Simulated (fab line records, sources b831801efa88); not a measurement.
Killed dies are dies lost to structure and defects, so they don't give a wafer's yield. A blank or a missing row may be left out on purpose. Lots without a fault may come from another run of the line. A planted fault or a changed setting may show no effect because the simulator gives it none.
fab line records | flow sky130
record lots=5 wafers=15 last_day=49
route steps=708 shown NWELL@77 PWDE@84 VT_ADJUST_HVTP@85 VT_ADJUST_LVTN@97
lots that met no fault: from a run of the same line without faults
start_h: hours from the record's first day to the start of the lot's first wafer shown | wait_h: hours since the lot's step before | " the same as in the row above | L1.1+2: a row that stands for several wafers | - no value, or no start given | * or withheld: withheld | < > ~ a bound
route shown NAME@n: a module of which the file shows steps, and the number in the route of the first | usual: mean/standard deviation of fault-free wafers | same: alike in all rows | chamber/n: place in a boat | sites: the reading at each site | _std_site: their standard deviation | _edge_site: outer sites' mean less inner sites' | radius_mm: how far each site lies from the wafer's centre | mask NAME#n: copy n | behind: the tool/chamber that last shaped the wafer | hold: why the lot was held/for how many hours/how that ended | device: the transistor (n, p or np) that didn't switch | end of line: the same wafers' tests at the end of the route | a step without rows: its recipe alone | killed: dies lost to structure and defects at the first sort, not the wafer's yield | map: a wafer's dies, x killed, . not, _ none there
set.NAME: the setting as run; set.NAME@STEP: as run at that earlier step | model.NAME: the simulator's own value behind a step, which no gauge read
lots at some steps of the route; a table a step, a row a wafer
services: from which hour (start_h, from the record's first day; less than 0 if before it) a tool's chamber was out of use, for how many hours, and why
## steps
# step SKY_NWELL_IMPLANT_24
# recipe species=B energy_kev=141.4 dose_cm2=9.2e+12 tilt_deg=withheld
# usual faraday_current_uA=51.9/1.1
# columns lot.wafer tool chamber start_h wait_h faraday_current_uA
L085.1 implanter-04 0 169.99 0.0 52.4
L085.2 " 0 " " 50.3
L085.4 " 0 " " 53.0
L088.3 implanter-04 0 188.67 0.1 50.8
L088.5 " 0 " " 51.1
L088.6 " 0 " " 52.6
L093.4 implanter-04 0 220.53 0.1 50.8
L093.5 " 0 " " 50.2
L093.6 " 0 " " 52.5
L094.1 implanter-04 0 223.79 0.0 52.7
L094.3 " 0 " " 52.0
L094.6 " 0 " " 52.5
L095.2 implanter-04 0 227.83 0.0 51.5
L095.4 " 0 " " 52.2
L095.6 " 0 " " 50.4
# step SKY_NWELL_STRIP_25
# recipe chemistry=O2/N2 power_w=1400 pressure_mtorr=1500 platen_temp_c=withheld o2_flow_sccm=3000 n2_flow_sccm=300 overash_fraction=0.5
# usual drypump_motor_current_A=5.6/0.42 oes_product_au=0.722/0.0049 strip_time_to_endpoint_s=36.91/0.1
# columns lot.wafer tool chamber start_h wait_h drypump_motor_current_A oes_product_au rf_hours_counter_h strip_time_to_endpoint_s
L085.1 plasma_asher-04 0 170.14 0.1 5.9 0.730 35 37.03
L085.2 " 1 " " 6.2 0.723 35 36.97
L085.4 " 1 " " 6.2 0.720 - 37.04
L088.3 plasma_asher-03 1 188.81 0.1 5.3 0.723 - 36.90
L088.5 " 0 " " 5.6 0.726 - 36.86
L088.6 " 1 " " 5.3 0.721 - 36.95
L093.4 plasma_asher-03 1 220.64 0.1 5.3 0.715 - 36.99
L093.5 " 0 " " 5.5 0.714 - 36.93
L093.6 " 1 " " 5.3 0.717 - 36.99
L094.1 plasma_asher-03 1 223.94 0.1 5.3 0.733 54 36.98
L094.3 " 1 " " 5.3 0.720 - 37.00
L094.6 " 0 " " 5.5 0.717 - 37.03
L095.2 plasma_asher-01 1 227.95 0.1 5.0 0.724 11 36.75
L095.4 " 1 " " 5.0 0.721 - 36.78
L095.6 " 1 " " 5.0 0.721 - 36.75
# step SKY_NWELL_TW_MEAS_26
# usual NWELL_2_TW=497/4.4
# columns lot.wafer tool chamber start_h wait_h NWELL_2_TW
L085.1 film_metro-02 - 170.24 0.1 505
L085.2 " - " " 506
L085.4 " - " " 506
L088.3 film_metro-04 - 188.89 0.1 494
L088.5 " - " " 496
L088.6 " - " " 496
L093.4 film_metro-04 - 220.73 0.1 493
L093.5 " - " " 493
L093.6 " - " " 491
L094.1 film_metro-04 - 224.04 0.1 493
L094.3 " - " " 495
L094.6 " - " " 495
L095.2 film_metro-04 - 228.06 0.1 492
L095.4 " - " " 495
L095.6 " - " " 490
# step SKY_NWELL_CLEAN_27
# recipe chemistry=SC1/SC2 mix=1:4:20 temp_c=70 time_s=150 dry=n2_spin
# usual bath_heat_duty_pct=12.4/1.3
# columns lot.wafer tool chamber start_h wait_h bath_heat_duty_pct
L085.1 wet_bench-03 0 170.30 0.1 11.3
L085.2 " 0 " " 10.2
L085.4 " 0 " " 11.0
L088.3 wet_bench-04 2 188.93 0.0 11.6
L088.5 " 2 " " 12.2
L088.6 " 2 " " 12.6
L093.4 wet_bench-03 1 220.76 0.0 15.0
L093.5 " 1 " " 14.9
L093.6 " 1 " " 15.0
L094.1 wet_bench-04 3 224.10 0.1 12.5
L094.3 " 3 " " 11.5
L094.6 " 3 " " 11.8
L095.2 wet_bench-03 3 228.11 0.0 13.6
L095.4 " 3 " " 12.7
L095.6 " 3 " " 14.4
# step SKY_NWELL_RTA_28
# recipe temp_c=1050 time_s=30 idle_temp_c=650 ramp_up_c_per_s=150 ramp_down_c_per_s=90 ambient=N2
# usual lamp_power_pct=25.31/0.057 wafer_temp_C_max=1054.9/1.1
# columns lot.wafer tool chamber start_h wait_h lamp_power_pct wafer_temp_C_max
L085.1 rtp_anneal-02 0 170.36 0.0 25.34 1055.0
L085.2 " 0 " " 25.32 1054.1
L085.4 " 0 " " 25.39 1057.7
L088.3 rtp_anneal-02 0 189.07 0.0 25.26 1055.6
L088.5 " 0 " " 25.43 1054.3
L088.6 " 0 " " 25.33 1056.7
L093.4 rtp_anneal-01 0 220.87 0.1 25.33 1053.4
L093.5 " 0 " " 25.31 1056.4
L093.6 " 0 " " 25.27 1055.1
L094.1 rtp_anneal-02 0 224.16 0.0 25.38 1053.9
L094.3 " 0 " " 25.27 1058.0
L094.6 " 0 " " 25.29 1054.8
L095.2 rtp_anneal-01 0 228.18 0.0 25.22 1055.8
L095.4 " 0 " " 25.43 1054.1
L095.6 " 0 " " 25.29 1058.0
# step SKY_NWELL_RS_MEAS_29
# recipe thk_meas_gauge=four-point-probe
# usual NWELL_RS=624.2/1.8
# columns lot.wafer tool chamber start_h wait_h NWELL_RS[ohm/sq]
L085.1 film_metro-02 - 170.46 0.1 622.6
L085.2 " - " " 623.0
L085.4 " - " " 622.0
L088.3 film_metro-02 - 189.17 0.1 625.6
L088.5 " - " " 624.4
L088.6 " - " " 624.5
L093.4 film_metro-04 - 220.98 0.1 621.3
L093.5 " - " " 619.6
L093.6 " - " " 620.1
L094.1 film_metro-04 - 224.26 0.1 622.4
L094.3 " - " " 625.2
L094.6 " - " " 624.7
L095.2 film_metro-01 - 228.28 0.1 623.3
L095.4 " - " " 622.9
L095.6 " - " " 623.1
# step SKY_NWELL_RS_MEAS_31
# recipe thk_meas_gauge=four-point-probe
# usual PWDE_RS=5277/15
# columns lot.wafer tool chamber start_h wait_h PWDE_RS[ohm/sq]
L085.1 film_metro-02 - 170.70 0.1 5292
L085.2 " - " " 5288
L085.4 " - " " 5275
L088.3 film_metro-02 - 189.41 0.1 5293
L088.5 " - " " 5278
L088.6 " - " " 5298
L093.4 film_metro-04 - 221.22 0.1 5294
L093.5 " - " " 5250
L093.6 " - " " 5267
L094.1 film_metro-04 - 224.50 0.1 5264
L094.3 " - " " 5249
L094.6 " - " " 5260
L095.2 film_metro-01 - 228.52 0.1 5286
L095.4 " - " " 5263
L095.6 " - " " 5283
# step SKY_VT_ADJUST_HVTP_DEHYDRATE_00
# recipe temp_c=200 time_s=60
# columns lot.wafer tool chamber start_h wait_h
L085.1+2+4 litho_track-01 0 180.65 9.9
L088.3+5+6 litho_track-02 0 199.89 10.5
L093.4+5+6 litho_track-04 0 231.39 10.1
L094.1+3+6 litho_track-01 0 235.55 11.0
L095.2+4+6 litho_track-01 0 238.73 10.2
# step SKY_VT_ADJUST_HVTP_HMDS_01
# recipe prime_time_s=60 prime_temp_c=120
# columns lot.wafer tool chamber start_h wait_h
L085.1+2+4 litho_track-01 0 180.80 0.1
L088.3+5+6 litho_track-02 0 200.04 0.1
L093.4+5+6 litho_track-04 0 231.54 0.1
L094.1+3+6 litho_track-01 0 235.70 0.1
L095.2+4+6 litho_track-01 0 238.88 0.1
# step SKY_VT_ADJUST_HVTP_COAT_02
# recipe resist=NOVOLAK spin_rpm=3000 resist_thk_nm=1140
# columns lot.wafer tool chamber start_h wait_h
L085.1+2+4 litho_track-01 0 180.95 0.1
L088.3+5+6 litho_track-02 0 200.19 0.1
L093.4+5+6 litho_track-04 0 231.69 0.1
L094.1+3+6 litho_track-01 0 235.85 0.1
L095.2+4+6 litho_track-01 0 239.03 0.1
# step SKY_VT_ADJUST_HVTP_SOFTBAKE_03
# recipe temp_c=90 time_s=60 resist=NOVOLAK
# columns lot.wafer tool chamber start_h wait_h
L085.1+2+4 litho_track-01 0 181.10 0.1
L088.3+5+6 litho_track-02 0 200.34 0.1
L093.4+5+6 litho_track-04 0 231.84 0.1
L094.1+3+6 litho_track-01 0 236.00 0.1
L095.2+4+6 litho_track-01 0 239.18 0.1
# step SKY_VT_ADJUST_HVTP_EXPOSE_04
# recipe mask_id=HVTPM na=0.6 source_shape=conventional sigma_outer=0.6 polarization=unpolarized target_cd_nm=380 dose_mj=140
# usual stage_vel_mm_s=500.02/0.26
# same na=0.6
# columns lot.wafer tool chamber start_h wait_h mask stage_vel_mm_s
L085.1 iline_stepper-01 0 - - HVTPM#0 499.96
L085.2 " 0 " " HVTPM#0 499.57
L085.4 " 0 " " HVTPM#0 499.95
L088.3 iline_stepper-01 0 - - HVTPM#0 500.20
L088.5 " 0 " " HVTPM#0 500.59
L088.6 " 0 " " HVTPM#0 500.17
L093.4 iline_stepper-01 0 - - HVTPM#0 500.18
L093.5 " 0 " " HVTPM#0 499.91
L093.6 " 0 " " HVTPM#0 500.03
L094.1 iline_stepper-02 0 - - HVTPM#0 499.93
L094.3 " 0 " " HVTPM#0 500.13
L094.6 " 0 " " HVTPM#0 500.05
L095.2 iline_stepper-01 0 - - HVTPM#0 500.28
L095.4 " 0 " " HVTPM#0 500.39
L095.6 " 0 " " HVTPM#0 500.00
# step SKY_VT_ADJUST_HVTP_PEB_05
# recipe temp_c=withheld time_s=* resist=NOVOLAK
# columns lot.wafer tool chamber start_h wait_h
L085.1+2+4 litho_track-02 0 - -
L088.3+5+6 litho_track-01 0 - -
L093.4+5+6 litho_track-02 0 - -
L094.1+3+6 litho_track-01 0 - -
L095.2+4+6 litho_track-02 0 - -
# step SKY_VT_ADJUST_HVTP_DEVELOP_06
# recipe resist=NOVOLAK developer=TMAH develop_time_s=60 dev_temp_c=22.19
# same develop_time_s=60
# columns lot.wafer tool chamber start_h wait_h
L085.1+2+4 litho_track-02 0 191.54 0.1
L088.3+5+6 litho_track-01 0 210.30 0.1
L093.4+5+6 litho_track-02 0 244.01 0.1
L094.1+3+6 litho_track-01 0 247.95 0.1
L095.2+4+6 litho_track-02 0 251.21 0.1
# step SKY_VT_ADJUST_HVTP_CD_MEAS_07
# recipe target_cd_nm=380
# usual cd_nm=378.9/2.7
# columns lot.wafer tool chamber start_h wait_h cd_nm
L085.1 cd_sem-01 - 191.69 0.1 377.0
L085.2 " - " " 376.1
L085.4 " - " " 375.6
L088.3 cd_sem-01 - 210.44 0.1 378.3
L088.5 " - " " 381.1
L088.6 " - " " 377.9
L093.4 cd_sem-01 - 244.15 0.1 382.0
L093.5 " - " " 384.0
L093.6 " - " " 385.1
L094.1 cd_sem-01 - 248.10 0.1 383.3
L094.3 " - " " 379.9
L094.6 " - " " 380.7
L095.2 cd_sem-01 - 251.36 0.1 379.2
L095.4 " - " " 378.4
L095.6 " - " " 377.2
# step SKY_VT_ADJUST_HVTP_OVL_MEAS_08
# usual VT_ADJUST_HVTP_OVL=-1.2/1.4
# columns lot.wafer tool chamber start_h wait_h VT_ADJUST_HVTP_OVL[nm]
L085.1 overlay-02 - 191.81 0.1 -2.4
L085.2 " - " " -0.5
L085.4 " - " " -1.1
L088.3 overlay-02 - 210.56 0.1 -1.7
L088.5 " - " " 0.2
L088.6 " - " " -0.9
L093.4 overlay-01 - 244.23 0.1 0.0
L093.5 " - " " 0.3
L093.6 " - " " -1.0
L094.1 overlay-02 - 248.22 0.1 -1.2
L094.3 " - " " -0.8
L094.6 " - " " 0.1
L095.2 overlay-01 - 251.46 0.1 -0.2
L095.4 " - " " 0.4
L095.6 " - " " 0.5
# step SKY_VT_ADJUST_HVTP_IMPLANT_09
# recipe species=As energy_kev=150 dose_cm2=4.3e+12 tilt_deg=withheld
# usual faraday_current_uA=24.2/0.45
# columns lot.wafer tool chamber start_h wait_h faraday_current_uA
L085.1 implanter-01 0 191.84 0.0 24.1
L085.2 " 0 " " 24.0
L085.4 " 0 " " 24.3
L088.3 implanter-01 0 210.64 0.1 23.4
L088.5 " 0 " " 24.2
L088.6 " 0 " " 23.9
L093.4 implanter-03 0 244.32 0.1 24.6
L093.5 " 0 " " 24.4
L093.6 " 0 " " 23.6
L094.1 implanter-03 0 248.26 0.0 24.5
L094.3 " 0 " " 24.2
L094.6 " 0 " " 24.0
L095.2 implanter-01 0 251.52 0.0 24.6
L095.4 " 0 " " 24.4
L095.6 " 0 " " 24.0
# step SKY_VT_ADJUST_HVTP_STRIP_10
# recipe chemistry=O2/N2 power_w=1400 pressure_mtorr=1500 platen_temp_c=withheld o2_flow_sccm=3000 n2_flow_sccm=300 overash_fraction=0.5
# usual drypump_motor_current_A=5.5/0.39 oes_product_au=0.715/0.004 strip_time_to_endpoint_s=14.16/0.037
# columns lot.wafer tool chamber start_h wait_h drypump_motor_current_A oes_product_au rf_hours_counter_h strip_time_to_endpoint_s
L085.1 plasma_asher-02 1 191.99 0.1 4.9 0.714 50 14.18
L085.2 " 0 " " 5.5 0.718 50 14.22
L085.4 " 1 " " 4.9 0.713 - 14.16
L088.3 plasma_asher-03 0 210.77 0.1 5.5 0.720 - 14.15
L088.5 " 0 " " 5.5 0.719 - 14.12
L088.6 " 1 " " 5.3 0.712 - 14.17
L093.4 plasma_asher-03 1 244.43 0.1 5.3 0.713 - 14.16
L093.5 " 0 " " 5.5 0.714 - 14.13
L093.6 " 1 " " 5.3 0.712 - 14.11
L094.1 plasma_asher-02 1 248.41 0.1 4.9 0.716 56 14.15
L094.3 " 1 " " 4.9 0.715 - 14.17
L094.6 " 1 " " 4.9 0.718 - 14.15
L095.2 plasma_asher-02 1 251.64 0.1 4.9 0.714 56 14.16
L095.4 " 0 " " 5.5 0.713 - 14.21
L095.6 " 0 " " 5.5 0.713 - 14.17
# step SKY_VT_ADJUST_HVTP_TW_MEAS_11
# usual VT_ADJUST_HVTP_TW=1356/12
# columns lot.wafer tool chamber start_h wait_h VT_ADJUST_HVTP_TW
L085.1 film_metro-03 - 192.09 0.1 1360
L085.2 " - " " 1363
L085.4 " - " " 1368
L088.3 film_metro-04 - 210.86 0.1 1356
L088.5 " - " " 1346
L088.6 " - " " 1351
L093.4 film_metro-03 - 244.52 0.1 1368
L093.5 " - " " 1375
L093.6 " - " " 1372
L094.1 film_metro-04 - 248.51 0.1 1353
L094.3 " - " " 1356
L094.6 " - " " 1346
L095.2 film_metro-01 - 251.75 0.1 1344
L095.4 " - " " 1347
L095.6 " - " " 1346
# step SKY_VT_ADJUST_LVTN_DEHYDRATE_00
# recipe temp_c=200 time_s=60
# columns lot.wafer tool chamber start_h wait_h
L085.1+2+4 litho_track-04 0 202.11 10.0
L088.3+5+6 litho_track-04 0 221.46 10.6
L093.4+5+6 litho_track-04 0 255.19 10.7
L094.1+3+6 litho_track-03 0 258.82 10.3
L095.2+4+6 litho_track-03 0 262.74 11.0
# step SKY_VT_ADJUST_LVTN_HMDS_01
# recipe prime_time_s=60 prime_temp_c=120
# columns lot.wafer tool chamber start_h wait_h
L085.1+2+4 litho_track-04 0 202.26 0.1
L088.3+5+6 litho_track-04 0 221.61 0.1
L093.4+5+6 litho_track-04 0 255.34 0.1
L094.1+3+6 litho_track-03 0 258.97 0.1
L095.2+4+6 litho_track-03 0 262.89 0.1
# step SKY_VT_ADJUST_LVTN_COAT_02
# recipe spin_rpm=2000 resist_thk_nm=3000
# columns lot.wafer tool chamber start_h wait_h
L085.1+2+4 litho_track-04 0 202.41 0.1
L088.3+5+6 litho_track-04 0 221.76 0.1
L093.4+5+6 litho_track-04 0 255.49 0.1
L094.1+3+6 litho_track-03 0 259.12 0.1
L095.2+4+6 litho_track-03 0 263.04 0.1
# step SKY_VT_ADJUST_LVTN_SOFTBAKE_03
# recipe temp_c=110 time_s=withheld
# columns lot.wafer tool chamber start_h wait_h
L085.1+2+4 litho_track-04 0 202.56 0.1
L088.3+5+6 litho_track-04 0 221.93 0.1
L093.4+5+6 litho_track-04 0 255.66 0.1
L094.1+3+6 litho_track-03 0 259.27 0.1
L095.2+4+6 litho_track-03 0 263.20 0.1
# step SKY_VT_ADJUST_LVTN_EXPOSE_04
# recipe mask_id=NWM_COMPLEMENT_LESS_NATIVE na=0.6 source_shape=conventional sigma_outer=0.6 polarization=unpolarized target_cd_nm=840 dose_mj=194
# usual stage_vel_mm_s=500.03/0.21
# same na=0.6
# columns lot.wafer tool chamber start_h wait_h mask stage_vel_mm_s
L085.1 iline_stepper-01 0 - - NWM_COMPLEMENT_LESS_NATIVE#0 499.89
L085.2 " 0 " " NWM_COMPLEMENT_LESS_NATIVE#0 500.06
L085.4 " 0 " " NWM_COMPLEMENT_LESS_NATIVE#0 499.98
L088.3 iline_stepper-02 0 - - NWM_COMPLEMENT_LESS_NATIVE#0 500.14
L088.5 " 0 " " NWM_COMPLEMENT_LESS_NATIVE#0 500.14
L088.6 " 0 " " NWM_COMPLEMENT_LESS_NATIVE#0 500.13
L093.4 iline_stepper-01 0 - - NWM_COMPLEMENT_LESS_NATIVE#0 499.88
L093.5 " 0 " " NWM_COMPLEMENT_LESS_NATIVE#0 500.16
L093.6 " 0 " " NWM_COMPLEMENT_LESS_NATIVE#0 499.66
L094.1 iline_stepper-02 0 - - NWM_COMPLEMENT_LESS_NATIVE#0 499.98
L094.3 " 0 " " NWM_COMPLEMENT_LESS_NATIVE#0 500.02
L094.6 " 0 " " NWM_COMPLEMENT_LESS_NATIVE#0 500.22
L095.2 iline_stepper-02 0 - - NWM_COMPLEMENT_LESS_NATIVE#0 499.96
L095.4 " 0 " " NWM_COMPLEMENT_LESS_NATIVE#0 499.54
L095.6 " 0 " " NWM_COMPLEMENT_LESS_NATIVE#0 499.89
# step SKY_VT_ADJUST_LVTN_PEB_05
# recipe temp_c=115 time_s=withheld
# columns lot.wafer tool chamber start_h wait_h
L085.1+2+4 litho_track-03 0 - -
L088.3+5+6 litho_track-01 0 - -
L093.4+5+6 litho_track-04 0 - -
L094.1+3+6 litho_track-04 0 - -
L095.2+4+6 litho_track-04 0 - -
# step SKY_VT_ADJUST_LVTN_DEVELOP_06
# recipe wall_angle_deg=90 developer=TMAH develop_time_s=60 dev_temp_c=23
# same develop_time_s=60
# columns lot.wafer tool chamber start_h wait_h
L085.1+2+4 litho_track-03 0 - -
L088.3+5+6 litho_track-01 0 - -
L093.4+5+6 litho_track-04 0 - -
L094.1+3+6 litho_track-04 0 - -
L095.2+4+6 litho_track-04 0 - -
# step SKY_VT_ADJUST_LVTN_OVL_MEAS_07
# usual VT_ADJUST_LVTN_OVL=-0.2/1.2
# columns lot.wafer tool chamber start_h wait_h VT_ADJUST_LVTN_OVL[nm]
L085.1 overlay-02 - 212.87 - -1.3
L085.2 " - " " 0.8
L085.4 " - " " 1.9
L088.3 overlay-02 - 232.47 - 0.5
L088.5 " - " " -0.3
L088.6 " - " " 1.0
L093.4 overlay-01 - 268.13 - 1.1
L093.5 " - " " -0.2
L093.6 " - " " 0.0
L094.1 overlay-01 - 272.51 - -1.4
L094.3 " - " " -1.5
L094.6 " - " " -0.8
L095.2 overlay-01 - 275.42 - 0.4
L095.4 " - " " 0.4
L095.6 " - " " 1.0
# step SKY_VT_ADJUST_LVTN_IMPLANT_08
# recipe species=B energy_kev=30 dose_cm2=1.57e+12 tilt_deg=withheld
# usual faraday_current_uA=8.84/0.18
# columns lot.wafer tool chamber start_h wait_h faraday_current_uA
L085.1 implanter-03 0 212.90 0.0 8.93
L085.2 " 0 " " 9.07
L085.4 " 0 " " 8.66
L088.3 implanter-02 0 232.54 0.1 8.93
L088.5 " 0 " " 8.81
L088.6 " 0 " " 8.70
L093.4 implanter-03 0 268.22 0.1 8.89
L093.5 " 0 " " 9.14
L093.6 " 0 " " 8.90
L094.1 implanter-01 0 272.55 0.0 8.97
L094.3 " 0 " " 8.72
L094.6 " 0 " " 8.96
L095.2 implanter-02 0 275.47 0.0 8.81
L095.4 " 0 " " 9.22
L095.6 " 0 " " 8.69
# step SKY_VT_ADJUST_LVTN_STRIP_09
# recipe chemistry=O2/N2 power_w=1400 pressure_mtorr=1500 platen_temp_c=withheld o2_flow_sccm=3000 n2_flow_sccm=300 overash_fraction=0.5
# usual drypump_motor_current_A=5.27/0.26 oes_product_au=0.723/0.0046 strip_time_to_endpoint_s=36.92/0.091
# columns lot.wafer tool chamber start_h wait_h drypump_motor_current_A oes_product_au rf_hours_counter_h strip_time_to_endpoint_s
L085.1 plasma_asher-03 1 213.05 0.1 5.28 0.722 53 36.91
L085.2 " 0 " " 5.54 0.717 53 36.88
L085.4 " 0 " " 5.50 0.720 - 36.94
L088.3 plasma_asher-02 0 232.67 0.1 5.49 0.722 - 37.08
L088.5 " 1 " " 4.93 0.718 - 36.92
L088.6 " 0 " " 5.49 0.719 - 36.92
L093.4 plasma_asher-01 1 268.33 0.1 5.00 0.727 - 36.89
L093.5 " 0 " " 5.54 0.714 - 36.93
L093.6 " 1 " " 5.00 0.716 - 36.88
L094.1 plasma_asher-02 0 272.70 0.1 5.52 0.715 58 36.85
L094.3 " 1 " " 4.92 0.730 - 36.97
L094.6 " 1 " " 4.91 0.722 - 36.84
L095.2 plasma_asher-03 1 275.60 0.1 5.26 0.727 60 37.00
L095.4 " 0 " " 5.55 0.720 - 36.95
L095.6 " 0 " " 5.54 0.720 - 37.05
# step SKY_VT_ADJUST_LVTN_TW_MEAS_10
# usual VT_ADJUST_LVTN_TW=242.3/2.1
# columns lot.wafer tool chamber start_h wait_h VT_ADJUST_LVTN_TW
L085.1 film_metro-03 - 213.15 0.1 243.7
L085.2 " - " " 242.8
L085.4 " - " " 242.8
L088.3 film_metro-04 - 232.76 0.1 240.7
L088.5 " - " " 238.2
L088.6 " - " " 237.9
L093.4 film_metro-03 - 268.43 0.1 243.5
L093.5 " - " " 242.3
L093.6 " - " " 243.4
L094.1 film_metro-04 - 272.80 0.1 240.5
L094.3 " - " " 240.0
L094.6 " - " " 239.6
L095.2 film_metro-04 - 275.71 0.1 240.4
L095.4 " - " " 239.7
L095.6 " - " " 241.0
# step SKY_VT_ADJUST_LVTN_DEHYDRATE_11
# recipe temp_c=200 time_s=60
# columns lot.wafer tool chamber start_h wait_h
L085.1+2+4 litho_track-01 0 223.75 10.6
L088.3+5+6 litho_track-01 0 244.20 11.4
L093.4+5+6 litho_track-01 0 279.63 11.2
L094.1+3+6 litho_track-03 0 284.27 11.5
L095.2+4+6 litho_track-01 0 287.83 12.1
# step SKY_VT_ADJUST_LVTN_HMDS_12
# recipe prime_time_s=60 prime_temp_c=120
# columns lot.wafer tool chamber start_h wait_h
L085.1+2+4 litho_track-01 0 223.90 0.1
L088.3+5+6 litho_track-01 0 244.35 0.1
L093.4+5+6 litho_track-01 0 279.78 0.1
L094.1+3+6 litho_track-03 0 284.42 0.1
L095.2+4+6 litho_track-01 0 287.98 0.1
# step SKY_VT_ADJUST_LVTN_COAT_13
# recipe resist=NOVOLAK spin_rpm=3000 resist_thk_nm=1140
# columns lot.wafer tool chamber start_h wait_h
L085.1+2+4 litho_track-01 0 224.05 0.1
L088.3+5+6 litho_track-01 0 244.50 0.1
L093.4+5+6 litho_track-01 0 279.93 0.1
L094.1+3+6 litho_track-03 0 284.57 0.1
L095.2+4+6 litho_track-01 0 288.13 0.1
# step SKY_VT_ADJUST_LVTN_SOFTBAKE_14
# recipe temp_c=90 time_s=60 resist=NOVOLAK
# columns lot.wafer tool chamber start_h wait_h
L085.1+2+4 litho_track-01 0 224.20 0.1
L088.3+5+6 litho_track-01 0 244.65 0.1
L093.4+5+6 litho_track-01 0 280.08 0.1
L094.1+3+6 litho_track-03 0 284.72 0.1
L095.2+4+6 litho_track-01 0 288.28 0.1
# step SKY_VT_ADJUST_LVTN_EXPOSE_15
# recipe mask_id=HVN_STD_DERIVED na=0.6 source_shape=conventional sigma_outer=0.6 polarization=unpolarized target_cd_nm=600 dose_mj=163
# usual stage_vel_mm_s=500.02/0.21
# same na=0.6
# columns lot.wafer tool chamber start_h wait_h mask stage_vel_mm_s
L085.1 iline_stepper-02 0 - - HVN_STD_DERIVED#0 500.19
L085.2 " 0 " " HVN_STD_DERIVED#0 500.18
L085.4 " 0 " " HVN_STD_DERIVED#0 499.83
L088.3 iline_stepper-01 0 - - HVN_STD_DERIVED#0 500.02
L088.5 " 0 " " HVN_STD_DERIVED#0 500.03
L088.6 " 0 " " HVN_STD_DERIVED#0 500.22
L093.4 iline_stepper-02 0 - - HVN_STD_DERIVED#0 499.57
L093.5 " 0 " " HVN_STD_DERIVED#0 499.53
L093.6 " 0 " " HVN_STD_DERIVED#0 499.57
L094.1 iline_stepper-02 0 - - HVN_STD_DERIVED#0 500.30
L094.3 " 0 " " HVN_STD_DERIVED#0 500.20
L094.6 " 0 " " HVN_STD_DERIVED#0 500.23
L095.2 iline_stepper-02 0 - - HVN_STD_DERIVED#0 500.06
L095.4 " 0 " " HVN_STD_DERIVED#0 499.90
L095.6 " 0 " " HVN_STD_DERIVED#0 499.91
# step SKY_VT_ADJUST_LVTN_PEB_16
# recipe temp_c=withheld time_s=* resist=NOVOLAK
# columns lot.wafer tool chamber start_h wait_h
L085.1+2+4 litho_track-01 0 - -
L088.3+5+6 litho_track-03 0 - -
L093.4+5+6 litho_track-03 0 - -
L094.1+3+6 litho_track-03 0 - -
L095.2+4+6 litho_track-03 0 - -
# step SKY_VT_ADJUST_LVTN_DEVELOP_17
# recipe resist=NOVOLAK developer=TMAH develop_time_s=60 dev_temp_c=23
# same develop_time_s=60
# columns lot.wafer tool chamber start_h wait_h
L085.1+2+4 litho_track-01 0 235.40 0.1
L088.3+5+6 litho_track-03 0 256.12 0.1
L093.4+5+6 litho_track-03 0 292.54 0.1
L094.1+3+6 litho_track-03 0 297.32 0.1
L095.2+4+6 litho_track-03 0 300.64 0.1
# step SKY_VT_ADJUST_LVTN_OVL_MEAS_18
# usual VT_ADJUST_LVTN_01_OVL=-1.4/1.6
# columns lot.wafer tool chamber start_h wait_h VT_ADJUST_LVTN_01_OVL[nm]
L085.1 overlay-02 - 235.55 0.1 -0.8
L085.2 " - " " 1.9
L085.4 " - " " 2.1
L088.3 overlay-01 - 256.23 0.1 -1.6
L088.5 " - " " -2.2
L088.6 " - " " -3.2
L093.4 overlay-01 - 292.64 0.1 1.5
L093.5 " - " " -2.3
L093.6 " - " " 1.1
L094.1 overlay-01 - 297.47 0.1 0.5
L094.3 " - " " 0.4
L094.6 " - " " -1.2
L095.2 overlay-02 - 300.77 0.1 -0.9
L095.4 " - " " -2.3
L095.6 " - " " -1.4
# step SKY_VT_ADJUST_LVTN_IMPLANT_19
# recipe species=B energy_kev=30 dose_cm2=6.5e+11 tilt_deg=withheld
# usual faraday_current_uA=3.66/0.075
# columns lot.wafer tool chamber start_h wait_h faraday_current_uA
L085.1 implanter-03 0 235.59 0.0 3.56
L085.2 " 0 " " 3.62
L085.4 " 0 " " 3.64
L088.3 implanter-01 0 256.30 0.1 3.56
L088.5 " 0 " " 3.52
L088.6 " 0 " " 3.66
L093.4 implanter-02 0 292.73 0.1 3.71
L093.5 " 0 " " 3.71
L093.6 " 0 " " 3.60
L094.1 implanter-03 0 297.50 0.0 3.58
L094.3 " 0 " " 3.80
L094.6 " 0 " " 3.77
L095.2 implanter-02 0 300.83 0.0 3.70
L095.4 " 0 " " 3.67
L095.6 " 0 " " 3.61
# step SKY_VT_ADJUST_LVTN_STRIP_20
# recipe chemistry=O2/N2 power_w=1400 pressure_mtorr=1500 platen_temp_c=withheld o2_flow_sccm=3000 n2_flow_sccm=300 overash_fraction=0.5
# usual drypump_motor_current_A=5.28/0.25 oes_product_au=0.716/0.0048 strip_time_to_endpoint_s=14.19/0.038
# columns lot.wafer tool chamber start_h wait_h drypump_motor_current_A oes_product_au rf_hours_counter_h strip_time_to_endpoint_s
L085.1 plasma_asher-01 0 235.74 0.1 5.50 0.722 12 14.21
L085.2 " 1 " " 5.00 0.713 12 14.22
L085.4 " 0 " " 5.50 0.714 - 14.20
L088.3 plasma_asher-02 0 256.44 0.1 5.49 0.712 - 14.18
L088.5 " 0 " " 5.50 0.712 - 14.17
L088.6 " 1 " " 4.91 0.720 - 14.23
L093.4 plasma_asher-03 1 292.84 0.1 5.28 0.716 - 14.21
L093.5 " 0 " " 5.55 0.714 - 14.23
L093.6 " 1 " " 5.27 0.720 - 14.21
L094.1 plasma_asher-02 0 297.65 0.1 5.48 0.712 61 14.20
L094.3 " 0 " " 5.49 0.713 - 14.19
L094.6 " 1 " " 4.94 0.711 - 14.18
L095.2 plasma_asher-03 1 300.95 0.1 5.25 0.724 62 14.20
L095.4 " 1 " " 5.27 0.711 - 14.21
L095.6 " 0 " " 5.54 0.719 - 14.18
## services
# columns tool chamber start_h hours kind
implanter-02 - 156.80 1.1 repair
implanter-02 - 175.75 8.5 pm
wet_bench-03 - 185.44 1.9 pm
plasma_asher-04 - 196.44 2.8 pm
iline_stepper-02 - 198.47 1.9 repair
iline_stepper-02 - 208.81 1.7 pm
implanter-04 - 213.88 3.0 repair
implanter-02 - 214.25 2.6 pm
implanter-01 - 237.08 1.0 repair
iline_stepper-01 - 245.86 2.1 pm
iline_stepper-01 - 247.94 - consumable_replace:lamp
plasma_asher-01 - 251.18 9.3 repair
iline_stepper-02 - 274.25 2.5 repair
iline_stepper-01 - 279.83 1.7 pm
iline_stepper-01 0 291.54 - calibration
## key
fault none
